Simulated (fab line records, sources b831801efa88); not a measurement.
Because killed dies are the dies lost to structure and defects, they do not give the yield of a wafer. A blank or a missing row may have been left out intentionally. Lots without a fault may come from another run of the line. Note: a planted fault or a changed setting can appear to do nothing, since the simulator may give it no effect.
One fault through the eyes of 2 desks | flow sky130 | only its own numbers are on each desk; what lay behind them is given at the end

AT THE TOOL OWNER'S DESK: rie-metal-02
The tool's own readings at SKY_METAL5_METAL_ETCH_15 (etches the open film in Cl2/BCl3, stops on SiO2, target depth 1260 nm, time 252 s): means of the sampled wafers that have a number, for each lot that ran on this tool. Any lot whose mean is over 4 standard deviations away from the usual mean is out of limits and marked OUT; that distance is given in the brackets.
Columns: A = chamber-pressure-mTorr at SKY_METAL5_METAL_ETCH_15, usual 10.001 mTorr; B = drypump-motor-current-A at SKY_METAL5_METAL_ETCH_15, usual 5.7 A; C = oes-product-au at SKY_METAL5_METAL_ETCH_15, usual 0.893 a.u.; D = run-length-s at SKY_METAL5_METAL_ETCH_15, usual 280.3 s; E = throttle-valve-pct at SKY_METAL5_METAL_ETCH_15, usual 22.264 %
lot  | first seen here | A      | B   | C                | D                | E
L981 | day 44 09:39    | 9.999  | 6.0 | 0.900            | 280.1            | 22.265
L982 | day 44 13:53    | 10.001 | 5.9 | 0.893            | 280.0            | 22.269
L986 | day 45 13:57    | 9.996  | 5.7 | 0.941 (+9.2) OUT | 269.4 (-17) OUT  | 22.264
L987 | day 46 00:10    | 10.002 | 5.9 | 0.913            | 274.8 (-8.5) OUT | 22.266
Finding of this desk: L986, L987 out of limits; the first was L986 at day 45 13:57, on oes-product-au at SKY_METAL5_METAL_ETCH_15. In limits: L981, L982.

AT THE METROLOGY DESK
What the gauges read for every lot (on any tool): the sampled wafers with a number, averaged. Any lot whose mean is over 4 standard deviations away from the usual mean is out of limits and marked OUT; that distance is given in the brackets.
Columns: A = cd-nm at SKY_FIELD_ISO_CD_MEAS_13, usual 150.4 nm; B = PWDE_OVL at SKY_PWDE_OVL_MEAS_07, usual -1.7 nm; C = SONOS_ONO_CVD_02_THK at SKY_SONOS_ONO_THK_MEAS_03, usual 10.48 nm
lot  | first seen here | A     | B    | C
L978 | day 2 04:34     | 151.5 | -1.7 | 10.66
L981 | day 2 21:03     | 150.0 | -4.7 | 10.60
L982 | day 3 01:30     | 149.4 | -0.2 | 10.58
L986 | day 3 21:39     | 149.7 | -0.0 | 10.33
L987 | day 4 03:40     | 151.2 | -0.9 | 10.60
L989 | day 4 13:11     | 150.4 | -1.5 | 10.37
L990 | day 4 18:45     | 150.7 | -0.8 | 10.58
L996 | day 6 01:55     | 147.5 | -0.6 | 10.57
L997 | day 6 06:23     | 153.8 | 0.1  | 10.30
L999 | day 6 18:44     | 150.3 | -1.4 | 10.28
L101 | day 7 03:17     | 149.3 | 0.0  | 10.55
This desk's finding: nothing out of limits on any of the 11 lots.

TAKEN TOGETHER
The tool owner's desk had the chance to raise an alarm at day 45 13:57 on L986, L987.
The metrology desk saw nothing out of limits.
The metrology desk holds a record of L986, L987, inside its limits.
All the named lots went through SKY_METAL5_METAL_ETCH_15 on rie-metal-02.

WHAT HAD BEEN PUT IN BY THE SIMULATOR
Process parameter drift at SKY_METAL5_METAL_ETCH_15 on rie-metal-02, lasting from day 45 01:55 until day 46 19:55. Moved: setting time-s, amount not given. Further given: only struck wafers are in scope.
Lots struck among those shown: L986, L987.
Hours from the fault's start to each desk's first reading out of limits: the tool owner's desk, 12.
